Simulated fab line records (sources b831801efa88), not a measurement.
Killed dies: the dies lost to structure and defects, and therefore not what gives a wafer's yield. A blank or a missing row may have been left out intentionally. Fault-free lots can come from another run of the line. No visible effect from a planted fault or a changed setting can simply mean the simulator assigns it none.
fab line records	flow sky130
record: lots: 13	wafers: 39	last_day: 50
route steps=708 shown PWDE@54 VT_ADJUST_HVTP@95 VT_ADJUST_LVTN@104 PAD_OPEN@708
lots with no fault: from the same line, run without faults
start_h: hours from the record's first day to the start of the lot's first wafer shown	wait_h: time in hours since the lot's previous step	" the same as in the row above	L1.1+2: a single row standing in for several wafers	- either no value or no given start	* or withheld: withheld	< > ~ a bound
route shown NAME@n: names a module that has steps shown in the file, with the first one's number in the route	usual: average and standard deviation across the fault-free wafers	same: alike in all rows	chamber/n: place in a boat	sites: each site's reading	_std_site: the standard deviation of these	_edge_site: inner sites' mean taken away from outer sites' mean	radius_mm: for every site, how far away it sits from the centre of the wafer	mask NAME#n: copy n	behind: the tool/chamber that last shaped the wafer	hold: reason for holding the lot/hours on hold/outcome of the hold	device: names the non-switching transistor (n, p or np)	end of line: the tests these same wafers got at the end of their route	for a step that has no rows: nothing shown but its recipe	killed: dies that structure and defects cost at the first sort, which is not the same as the wafer's yield	map: the dies of a wafer, with x for killed, . for not killed, _ for no die there
set.NAME: the run value of the setting; set.NAME@STEP: its run value at that earlier step	model.NAME: the simulator's own value behind a step, which no gauge read
the route's steps for a sample of lots (tables are steps, rows are wafers)
services: from which hour (start_h, from the record's first day; less than 0 if before it) a tool's chamber was out of use, for how many hours, and why
== steps ==
step: SKY_PWDE_STRIP_09
recipe: chemistry: O2/N2	power_w: 1400	pressure_mtorr: 1500	platen_temp_c: withheld	o2_flow_sccm: 3000	n2_flow_sccm: 300	overash_fraction: 0.5
usual: chamber_pressure_mTorr: 1500.2/2	drypump_motor_current_A: 5.8/0.34	oes_product_au: 0.723/0.0047	strip_time_to_endpoint_s: 36.43/0.097
same: overash_fraction: 0.5
lot.wafer	tool	chamber	start_h	wait_h	chamber_pressure_mTorr	drypump_motor_current_A	oes_product_au	rf_hours_counter_h	strip_time_to_endpoint_s
L404.3	plasma_asher-03	0	75.69	0.1	1499.3	5.9	0.722	-	36.56
L404.5	"	0	"	"	1500.4	5.9	0.723	-	36.59
L404.6	"	1	"	"	1500.1	5.2	0.719	-	36.50
L405.2	plasma_asher-01	1	76.87	0.1	1502.4	6.3	0.720	28	36.38
L405.4	"	1	"	"	1501.1	6.2	0.722	-	36.42
L405.5	"	1	"	"	1502.3	6.2	0.725	-	36.52
L406.4	plasma_asher-01	0	81.86	0.1	1498.2	5.4	0.724	-	36.37
L406.5	"	0	"	"	1499.1	5.5	0.728	-	36.37
L406.6	"	1	"	"	1499.5	6.3	0.725	-	36.43
L407.1	plasma_asher-04	1	92.30	0.1	1503.8	6.1	0.723	39	36.47
L407.3	"	0	"	"	1499.4	5.6	0.721	-	36.39
L407.6	"	0	"	"	1499.6	5.7	0.724	-	36.40
L408.3	plasma_asher-01	0	95.17	0.1	1501.5	5.5	0.721	-	36.52
L408.4	"	1	"	"	1497.5	6.2	0.715	-	36.53
L408.5	"	1	"	"	1500.5	6.2	0.721	-	36.49
L414.1	plasma_asher-01	1	129.84	0.1	1500.0	6.2	0.716	34	36.31
L414.2	"	0	"	"	1498.7	5.5	0.723	34	36.22
L414.6	"	1	"	"	1498.4	6.2	0.722	-	36.27
L415.2	plasma_asher-04	1	135.87	0.1	1502.3	6.1	0.721	44	36.38
L415.4	"	1	"	"	1500.1	6.1	0.724	-	36.58
L415.5	"	0	"	"	1501.4	5.7	0.724	-	36.49
L416.1	plasma_asher-04	1	141.89	0.1	1501.5	6.1	0.721	45	36.41
L416.2	"	0	"	"	1496.5	5.7	0.723	45	36.39
L416.6	"	1	"	"	1497.0	6.1	0.719	-	36.41
L419.1	plasma_asher-01	1	158.32	0.1	1500.1	6.3	0.722	37	36.39
L419.5	"	1	"	"	1500.3	6.2	0.715	-	36.41
L419.6	"	0	"	"	1497.1	5.4	0.724	-	36.34
L421.1	plasma_asher-01	0	172.97	0.1	1498.4	5.4	0.723	39	36.26
L421.3	"	0	"	"	1501.2	5.4	0.720	-	36.38
L421.5	"	0	"	"	1497.7	5.4	0.728	-	36.42
L422.1	plasma_asher-03	0	175.52	0.1	1501.0	5.9	0.721	3	36.42
L422.4	"	0	"	"	1499.7	5.9	0.729	-	36.54
L422.6	"	1	"	"	1499.6	5.3	0.723	-	36.50
L425.1	plasma_asher-04	1	194.99	0.1	1498.8	6.2	0.725	51	36.40
L425.2	"	0	"	"	1499.3	5.7	0.715	51	36.46
L425.5	"	0	"	"	1500.1	5.7	0.721	-	36.40
L426.2	plasma_asher-04	0	199.72	0.1	1501.2	5.6	0.723	51	36.53
L426.3	"	0	"	"	1503.2	5.7	0.726	-	36.61
L426.6	"	1	"	"	1502.5	6.1	0.734	-	36.50
step: SKY_VT_ADJUST_HVTP_STRIP_10
recipe: chemistry: O2/N2	power_w: 1400	pressure_mtorr: 1500	platen_temp_c: withheld	o2_flow_sccm: 3000	n2_flow_sccm: 300	overash_fraction: 0.5
usual: chamber_pressure_mTorr: 1499.9/1.3	drypump_motor_current_A: 5.49/0.28	oes_product_au: 0.715/0.004	strip_time_to_endpoint_s: 14.18/0.04
same: overash_fraction: 0.5
lot.wafer	tool	chamber	start_h	wait_h	chamber_pressure_mTorr	drypump_motor_current_A	oes_product_au	rf_hours_counter_h	strip_time_to_endpoint_s
L404.3	plasma_asher-02	1	131.24	0.1	1497.9	5.41	0.710	-	14.13
L404.5	"	1	"	"	1499.6	5.43	0.710	-	14.17
L404.6	"	0	"	"	1498.0	5.29	0.713	-	14.14
L405.2	plasma_asher-02	0	133.23	0.1	1499.3	5.31	0.708	44	14.19
L405.4	"	0	"	"	1499.8	5.28	0.709	-	14.14
L405.5	"	0	"	"	1500.0	5.27	0.720	-	14.12
L406.4	plasma_asher-01	1	137.26	0.1	1502.2	6.19	0.720	-	14.20
L406.5	"	1	"	"	1500.1	6.22	0.715	-	14.20
L406.6	"	0	"	"	1498.2	5.42	0.710	-	14.15
L407.1	plasma_asher-02	1	149.13	0.1	1498.8	5.42	0.718	46	14.22
L407.3	"	1	"	"	1499.5	5.42	0.711	-	14.22
L407.6	"	0	"	"	1501.5	5.31	0.717	-	14.18
L408.3	plasma_asher-02	0	152.56	0.1	1499.6	5.31	0.719	-	14.18
L408.4	"	1	"	"	1501.3	5.40	0.715	-	14.22
L408.5	"	1	"	"	1500.4	5.41	0.718	-	14.25
L414.1	plasma_asher-02	0	191.23	0.1	1202.7	5.31	0.671	50	15.38
L414.2	"	1	"	"	1199.1	5.43	0.683	50	15.39
L414.6	"	1	"	"	1198.3	5.44	0.682	-	15.35
L415.2	plasma_asher-02	0	198.11	0.1	1201.3	5.29	0.675	51	15.34
L415.4	"	1	"	"	1201.7	5.42	0.675	-	15.33
L415.5	"	0	"	"	1200.3	5.30	0.681	-	15.30
L416.1	plasma_asher-02	0	204.38	0.1	1199.5	5.31	0.686	51	15.36
L416.2	"	1	"	"	1200.3	5.43	0.682	51	15.36
L416.6	"	0	"	"	1199.2	5.33	0.680	-	15.43
L419.1	plasma_asher-03	0	223.02	0.1	1498.9	5.87	0.715	7	14.14
L419.5	"	1	"	"	1500.0	5.29	0.712	-	14.18
L419.6	"	0	"	"	1500.2	5.86	0.717	-	14.16
L421.1	plasma_asher-01	0	240.28	0.1	1499.0	5.44	0.718	46	14.27
L421.3	"	0	"	"	1499.7	5.45	0.711	-	14.22
L421.5	"	0	"	"	1498.3	5.44	0.715	-	14.22
L422.1	plasma_asher-01	1	243.52	0.1	1498.6	6.26	0.717	46	14.28
L422.4	"	1	"	"	1501.2	6.25	0.717	-	14.18
L422.6	"	0	"	"	1500.1	5.45	0.709	-	14.20
L425.1	plasma_asher-02	0	265.12	0.1	1500.1	5.33	0.709	57	14.15
L425.2	"	1	"	"	1499.3	5.40	0.714	57	14.14
L425.5	"	1	"	"	1499.4	5.41	0.719	-	14.13
L426.2	plasma_asher-02	0	269.13	0.1	1501.2	5.31	0.723	58	14.16
L426.3	"	0	"	"	1499.5	5.31	0.712	-	14.17
L426.6	"	1	"	"	1500.6	5.42	0.717	-	14.18
step: SKY_VT_ADJUST_LVTN_OVL_MEAS_07
usual: VT_ADJUST_LVTN_OVL: 0.2/1.3
lot.wafer	tool	chamber	start_h	wait_h	VT_ADJUST_LVTN_OVL[nm]
L404.3	overlay-02	-	150.53	-	-0.9
L404.5	"	-	"	"	-1.9
L404.6	"	-	"	"	-0.2
L405.2	overlay-01	-	152.74	-	0.2
L405.4	"	-	"	"	-1.4
L405.5	"	-	"	"	-1.7
L406.4	overlay-02	-	156.85	-	1.3
L406.5	"	-	"	"	1.1
L406.6	"	-	"	"	2.6
L407.1	overlay-01	-	168.78	-	-0.2
L407.3	"	-	"	"	1.3
L407.6	"	-	"	"	-0.2
L408.3	overlay-02	-	172.58	-	0.1
L408.4	"	-	"	"	-0.4
L408.5	"	-	"	"	-0.3
L414.1	overlay-02	-	212.58	-	0.8
L414.2	"	-	"	"	0.3
L414.6	"	-	"	"	2.1
L415.2	overlay-01	-	220.52	-	0.5
L415.4	"	-	"	"	-0.6
L415.5	"	-	"	"	1.5
L416.1	overlay-02	-	227.72	-	0.1
L416.2	"	-	"	"	-1.6
L416.6	"	-	"	"	-1.8
L419.1	overlay-02	-	245.48	-	1.1
L419.5	"	-	"	"	-0.1
L419.6	"	-	"	"	0.4
L421.1	overlay-02	-	263.83	-	0.0
L421.3	"	-	"	"	0.7
L421.5	"	-	"	"	-1.4
L422.1	overlay-02	-	266.52	-	-0.7
L422.4	"	-	"	"	0.8
L422.6	"	-	"	"	1.1
L425.1	overlay-02	-	289.58	-	0.5
L425.2	"	-	"	"	-0.1
L425.5	"	-	"	"	-2.0
L426.2	overlay-02	-	293.87	-	-0.3
L426.3	"	-	"	"	1.5
L426.6	"	-	"	"	0.5
step: SKY_VT_ADJUST_LVTN_TW_MEAS_21
usual: VT_ADJUST_LVTN_2_TW: 188.1/1.4
lot.wafer	tool	chamber	start_h	wait_h	VT_ADJUST_LVTN_2_TW
L404.3	film_metro-02	-	170.69	0.1	186.6
L404.5	"	-	"	"	187.5
L404.6	"	-	"	"	187.3
L405.2	film_metro-01	-	173.38	0.1	188.5
L405.4	"	-	"	"	190.1
L405.5	"	-	"	"	189.1
L406.4	film_metro-02	-	177.00	0.1	188.0
L406.5	"	-	"	"	187.6
L406.6	"	-	"	"	187.7
L407.1	film_metro-01	-	189.32	0.1	188.8
L407.3	"	-	"	"	190.1
L407.6	"	-	"	"	189.0
L408.3	film_metro-01	-	193.23	0.1	187.5
L408.4	"	-	"	"	189.3
L408.5	"	-	"	"	188.1
L414.1	film_metro-04	-	235.62	0.1	187.0
L414.2	"	-	"	"	186.7
L414.6	"	-	"	"	187.5
L415.2	film_metro-04	-	243.02	0.1	187.7
L415.4	"	-	"	"	187.8
L415.5	"	-	"	"	187.7
L416.1	film_metro-01	-	250.47	0.1	189.7
L416.2	"	-	"	"	190.0
L416.6	"	-	"	"	189.7
L419.1	film_metro-04	-	268.92	0.1	187.6
L419.5	"	-	"	"	187.6
L419.6	"	-	"	"	186.9
L421.1	film_metro-04	-	288.05	0.1	185.9
L421.3	"	-	"	"	186.5
L421.5	"	-	"	"	185.5
L422.1	film_metro-02	-	292.01	0.1	187.1
L422.4	"	-	"	"	187.6
L422.6	"	-	"	"	187.4
L425.1	film_metro-04	-	315.72	0.1	188.7
L425.2	"	-	"	"	188.4
L425.5	"	-	"	"	189.0
L426.2	film_metro-01	-	320.17	0.1	191.5
L426.3	"	-	"	"	190.7
L426.6	"	-	"	"	190.6
step: SKY_PAD_OPEN_PROBE_99
usual: killed_at_M0_to_M3: 43/6.3	killed_at_M4_up: 3.1/1.9	killed_at_contacts: 24/5.1	killed_at_front_end: 14/4.3	killed_at_other: 0.3/0.53	killed_dies: 85/8.8	killed_open: 46/7.1	killed_short: 38/5.9
same: gross_dies: 492	killed_at_back_side: 0
lot.wafer	tool	chamber	start_h	wait_h	killed_at_M0_to_M3	killed_at_M4_up	killed_at_contacts	killed_at_front_end	killed_at_other	killed_dies	killed_open	killed_short
L408.3	prober-02	-	1105.66	0.2	42	2	33	13	0	90	47	43
L408.4	prober-02	-	1105.71	0.2	51	1	20	14	0	86	47	39
L408.5	prober-02	-	1105.76	0.2	50	1	30	13	0	94	47	47
L414.1	prober-02	-	1143.33	0.1	47	5	21	23	0	96	48	48
L414.2	prober-02	-	1143.38	0.1	46	5	25	18	1	95	53	42
L414.6	prober-02	-	1143.58	0.2	44	4	20	18	0	86	44	42
L415.2	prober-01	-	1145.50	0.1	46	2	18	19	0	85	45	40
L415.4	prober-01	-	1145.60	0.2	41	4	21	11	0	77	41	36
L415.5	prober-01	-	1145.65	0.2	42	2	27	20	1	92	41	51
L419.1	prober-01	-	1167.17	0.1	41	3	16	18	0	78	39	39
L419.5	prober-01	-	1167.37	0.2	42	2	25	15	0	84	40	44
L419.6	prober-01	-	1167.42	0.2	36	3	21	12	0	72	41	31
L422.1	prober-02	-	1180.79	0.1	36	3	22	9	0	70	42	28
L422.4	prober-02	-	1180.94	0.2	44	1	23	19	0	87	49	38
L422.6	prober-02	-	1181.04	0.2	47	3	19	14	0	83	47	36
killed by level:class
L408.3 CONTACT:geometric_particle:open=10 LI_CONTACT:geometric_particle:open=9 METAL1:geometric_particle:short=8 CONTACT:geometric_particle:short=6 VIA1:geometric_particle:short=6 VIA2:geometric_particle:open=6 VIA3:geometric_particle:open=6 LOCAL_INTERCONNECT:geometric_particle:short=5
L408.4 CONTACT:geometric_particle:open=9 VIA3:geometric_particle:open=9 VIA2:geometric_particle:open=9 VIA1:geometric_particle:open=8 METAL2:geometric_particle:short=7 METAL1:geometric_particle:short=5 METAL3:geometric_particle:short=5 CONTACT:geometric_particle:short=4
L408.5 VIA1:geometric_particle:open=11 LI_CONTACT:geometric_particle:open=9 CONTACT:geometric_particle:open=8 METAL2:geometric_particle:short=7 LOCAL_INTERCONNECT:geometric_particle:short=6 METAL1:geometric_particle:short=6 VIA2:geometric_particle:short=6 VIA3:geometric_particle:open=6
L414.1 FIELD_ISO:geometric_particle:short=10 VIA1:geometric_particle:open=9 VIA2:geometric_particle:open=8 CONTACT:geometric_particle:open=8 VIA3:geometric_particle:open=7 METAL1:geometric_particle:short=5 LOCAL_INTERCONNECT:geometric_particle:short=5 FIELD_ISO:geometric_particle:open=4
L414.2 CONTACT:geometric_particle:open=11 METAL2:geometric_particle:short=8 VIA3:geometric_particle:open=8 VIA1:geometric_particle:short=7 VIA1:geometric_particle:open=7 LI_CONTACT:geometric_particle:open=6 VIA2:geometric_particle:open=6 CONTACT:geometric_particle:short=5
L414.6 VIA1:geometric_particle:open=7 CONTACT:geometric_particle:open=7 VIA3:geometric_particle:open=7 LI_CONTACT:geometric_particle:open=6 METAL2:geometric_particle:short=6 VIA1:geometric_particle:short=5 SPACER:geometric_particle:short=5 VIA3:geometric_particle:short=5
L415.2 VIA1:geometric_particle:open=10 FIELD_ISO:geometric_particle:short=8 METAL1:geometric_particle:short=8 CONTACT:geometric_particle:open=8 LI_CONTACT:geometric_particle:open=7 VIA2:geometric_particle:open=7 METAL2:geometric_particle:short=6 VIA1:geometric_particle:short=6
L415.4 VIA1:geometric_particle:open=12 CONTACT:geometric_particle:open=8 METAL1:geometric_particle:short=7 LI_CONTACT:geometric_particle:open=6 VIA3:geometric_particle:short=5 FIELD_ISO:geometric_particle:short=4 LOCAL_INTERCONNECT:geometric_particle:short=4 VIA1:geometric_particle:short=4
L415.5 LI_CONTACT:geometric_particle:open=9 CONTACT:geometric_particle:open=9 METAL1:geometric_particle:short=8 VIA1:geometric_particle:open=8 LOCAL_INTERCONNECT:geometric_particle:short=7 FIELD_ISO:geometric_particle:open=5 METAL3:geometric_particle:short=5 VIA1:geometric_particle:short=5
L419.1 VIA1:geometric_particle:open=7 FIELD_ISO:geometric_particle:open=6 VIA1:geometric_particle:short=6 VIA2:geometric_particle:open=6 CONTACT:geometric_particle:open=5 METAL2:geometric_particle:short=5 LI_CONTACT:geometric_particle:open=4 CONTACT:geometric_particle:short=4
L419.5 CONTACT:geometric_particle:open=8 VIA2:geometric_particle:open=8 VIA1:geometric_particle:open=6 LI_CONTACT:geometric_particle:open=5 LI_CONTACT:geometric_particle:short=5 VIA3:geometric_particle:open=5 METAL2:geometric_particle:short=5 POLY_GATE:geometric_particle:short=4
L419.6 CONTACT:geometric_particle:open=10 VIA1:geometric_particle:open=10 VIA1:geometric_particle:short=6 VIA3:geometric_particle:open=6 FIELD_ISO:geometric_particle:short=4 LI_CONTACT:geometric_particle:open=4 VIA2:geometric_particle:open=4 CONTACT:geometric_particle:short=3
L422.1 VIA1:geometric_particle:open=11 CONTACT:geometric_particle:open=7 LI_CONTACT:geometric_particle:open=6 VIA3:geometric_particle:open=5 CONTACT:geometric_particle:short=4 METAL1:geometric_particle:short=4 METAL3:geometric_particle:short=4 VIA3:geometric_particle:short=4
L422.4 VIA1:geometric_particle:open=9 CONTACT:geometric_particle:short=7 LI_CONTACT:geometric_particle:open=7 VIA2:geometric_particle:open=7 METAL2:geometric_particle:short=6 VIA3:geometric_particle:open=6 CONTACT:geometric_particle:open=6 POLY_GATE:geometric_particle:short=5
L422.6 VIA1:geometric_particle:open=13 CONTACT:geometric_particle:open=9 METAL1:geometric_particle:short=7 VIA2:geometric_particle:open=7 VIA3:geometric_particle:open=7 POLY_GATE:geometric_particle:open=5 LOCAL_INTERCONNECT:geometric_particle:short=4 METAL2:geometric_particle:short=4
== services ==
tool	chamber	start_h	hours	kind
plasma_asher-03	-	108.75	9.0	pm
plasma_asher-03	0	108.75	9.0	vent_cycle
plasma_asher-03	1	108.75	9.0	vent_cycle
plasma_asher-01	-	115.77	0.7	repair
plasma_asher-03	0	117.75	-	clean
plasma_asher-03	1	117.75	-	clean
plasma_asher-02	-	126.79	0.8	repair
plasma_asher-03	-	126.83	28.1	pm
plasma_asher-02	-	155.53	4.3	repair
plasma_asher-01	-	248.62	2.9	repair
== key ==
first_sign: step: SKY_VT_ADJUST_HVTP_STRIP_10	reading: chamber_pressure_mTorr	direction: down	sigmas: 99+	usual: 1499.9	struck: 1200.3
effect: step: SKY_VT_ADJUST_HVTP_STRIP_10	reading: strip_time_to_endpoint_s	direction: up	sigmas: 29	usual: *	struck: *
met_at SKY_VT_ADJUST_HVTP_STRIP_10
struck_lots L414,L415,L416
tester_left_out L414,L415,L416
not_acting_at SKY_PWDE_STRIP_09,SKY_VT_ADJUST_LVTN_OVL_MEAS_07,SKY_VT_ADJUST_LVTN_TW_MEAS_21
onset_between 152.56 191.23
fault: kind: process_parameter_drift	tool: plasma_asher-02	chamber: -	onset_h: 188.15	steps: SKY_VT_ADJUST_HVTP_STRIP_10	channel: pressure_mtorr	offset: -300	shape: step	end_h: 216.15	acts_in: these_recipes_only	stated: 1500
tester_left_out: of these lots the tester's yield and bins aren't shown, on N5 and GAA mostly nor the transistor test; their killed dies are dies lost to structure and defects alone, not to doping, threshold or leakage, so they don't give the yield
